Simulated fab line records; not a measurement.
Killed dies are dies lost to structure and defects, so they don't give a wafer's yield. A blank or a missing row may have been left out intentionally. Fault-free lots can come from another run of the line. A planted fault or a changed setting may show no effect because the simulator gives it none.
A lot that was struck, set against a sound lot    flow sfq_line    21 steps out of a route of 325
Sound: wafers L186.1, L186.2, L186.4. Wafers struck: L190.2, L190.3, L190.6. Last of all comes the cause.
Each step with rows lists, per side, the tool, then ch with its chambers, then its first start. Under that, the readings that differ: sound wafers    struck wafers    difference of the means    sigmas: that difference in standard deviations of wafers without a fault.
alike: a reading whose means differ by less than 2 such deviations, as well as words and numbers matching on both sides. not compared: withheld readings; readings where some wafer has no value; bounds like >300 that might hide an equal value; numbers whose values overlap and for which the record gives no deviation.
The two part at a step that has a row with sigmas, a row that says differs or no value, or rows on one side only. When numbers do not overlap yet have no deviation, they are printed without sigmas and do not part them. Lack of a reading on every wafer of one side parts them only where that side has two or more wafers.

first, 2 steps without rows for these wafers: SFQ_TRILAYER_M7_LITHO_PEB_180 (peb time 60 s); SFQ_TRILAYER_M7_LITHO_DEVELOP_179 (time 60 s).
SFQ_M7_OVL_MEAS_945:
  struck on overlay-01, day 73 17:28; sound on overlay-02, day 73 01:23
  alike: M7_OVL
SFQ_TRILAYER_M7_BARC_OPEN_METAL_ETCH_229: etches BARC in O2, target depth 125 nm, time 41.7 s.
  sound on rie_metal-04 ch 0,1, day 73 01:25; struck on rie_metal-04 ch 0,1, day 73 17:29
  alike: drypump_motor_current_A, oes_product_au
  not compared: rf_hours_counter_h
SFQ_TRILAYER_M7_ETCH_METAL_ETCH_180: etches Nb in Cl2/Ar, stops on SiO2, target depth 240 nm, time 120 s.
  sound on rie_metal-04 ch 0,1, day 73 01:28; struck on rie_metal-04 ch 0,1, day 73 17:33
  alike: drypump_motor_current_A, oes_product_au
  not compared: rf_hours_counter_h
SFQ_TRILAYER_M7_STRIP_STRIP_181: strips in O2.
  sound on rie_metal-04 ch 0,1, day 73 01:36; struck on rie_metal-04 ch 0,1, day 73 17:40
  alike: drypump_motor_current_A, oes_product_au, platen_temp_c
  not compared: rf_hours_counter_h
then, 1 step without rows for these wafers: SFQ_TRILAYER_M7_STRIP_SOLV_CLEAN_182 (cleans in NMP, time 600 s).
SFQ_TRILAYER_I7_DEP_PECVD_183: deposits SiO2 from SiH4/N2O, time 111.11 s, target thk 500 nm.
  sound on pecvd-02 ch 1,2, day 73 02:22; struck on pecvd-01 ch 0,1,2, day 73 18:27
  alike: heater_power_w, throttle_valve_pct
SFQ_TRILAYER_I7_CMP_CMP_184: polishes SiO2.
  sound on cmp-02 ch 0,1,3, day 73 02:57; struck on cmp-01 ch 0,1,2, day 73 20:41
  alike: motor_current_A, time_to_endpoint_s
SFQ_I7_BOW_MEAS_946:
  struck on film_metro-03, day 73 22:43; sound on film_metro-03, day 73 05:27
reading      sound     struck     difference  sigmas
I7_BOW (um)  16 24 20  -12 -5 -3  -27         -2
then, 2 steps without rows for these wafers: SFQ_TRILAYER_I7_METRO_MEASURE_185; SFQ_TRILAYER_I7_VIA_LITHO_COAT_192 (resist thk 62 nm).
SFQ_TRILAYER_I7_VIA_LITHO_COAT_187: resist thk 650 nm.
  sound on litho_track-01 ch 0, day 73 07:04; struck on litho_track-01 ch 0, day 74 00:22
reading                                                  sound            struck             difference  sigmas
model.KrF_of_TRILAYER_I7_VIA_LITHO_COAT_187.thk_nm (nm)  649 648.1 648.7  714.9 714.2 714.3  +65.9       
then, 4 steps without rows for these wafers: SFQ_TRILAYER_I7_VIA_LITHO_SOFTBAKE_191; SFQ_TRILAYER_I7_VIA_LITHO_EXPOSE_188 (exposes mask I7, target cd 1000 nm); SFQ_TRILAYER_I7_VIA_LITHO_PEB_190 (peb time 60 s); SFQ_TRILAYER_I7_VIA_LITHO_DEVELOP_189 (time 60 s).
SFQ_I7_OVL_MEAS_947:
  struck on overlay-01, day 74 02:22; sound on overlay-01, day 73 21:34
  alike: I7_OVL
then, 1 step without rows for these wafers: SFQ_TRILAYER_I7_VIA_BARC_OPEN_VIA_ETCH_260 (etches BARC in O2, target depth 125 nm, time 41.7 s).
SFQ_TRILAYER_I7_VIA_ETCH_VIA_ETCH_190: etches SiO2 in CHF3, stops on Nb, target depth 260 nm.
  sound on rie_diel-04 ch 0,1,2, day 73 21:38; struck on rie_diel-03 ch 0,1,3, day 74 02:26
reading                                                  sound              struck             difference  sigmas
model.KrF_of_TRILAYER_I7_VIA_LITHO_COAT_187.thk_nm (nm)  524.3 527.8 529.6  596.9 591.8 588.8  +65.3       
  alike: drypump_motor_current_A, oes_product_au
then, 1 step without rows for these wafers: SFQ_TRILAYER_I7_VIA_STRIP_STRIP_191 (strips in O2).

WHERE THEY PART
Only at SFQ_I7_BOW_MEAS_946, as far as this record shows. Later steps at which nothing parts them and some readings are alike: SFQ_I7_OVL_MEAS_947, SFQ_TRILAYER_I7_VIA_ETCH_VIA_ETCH_190.

WHY: what had been put in by the simulator
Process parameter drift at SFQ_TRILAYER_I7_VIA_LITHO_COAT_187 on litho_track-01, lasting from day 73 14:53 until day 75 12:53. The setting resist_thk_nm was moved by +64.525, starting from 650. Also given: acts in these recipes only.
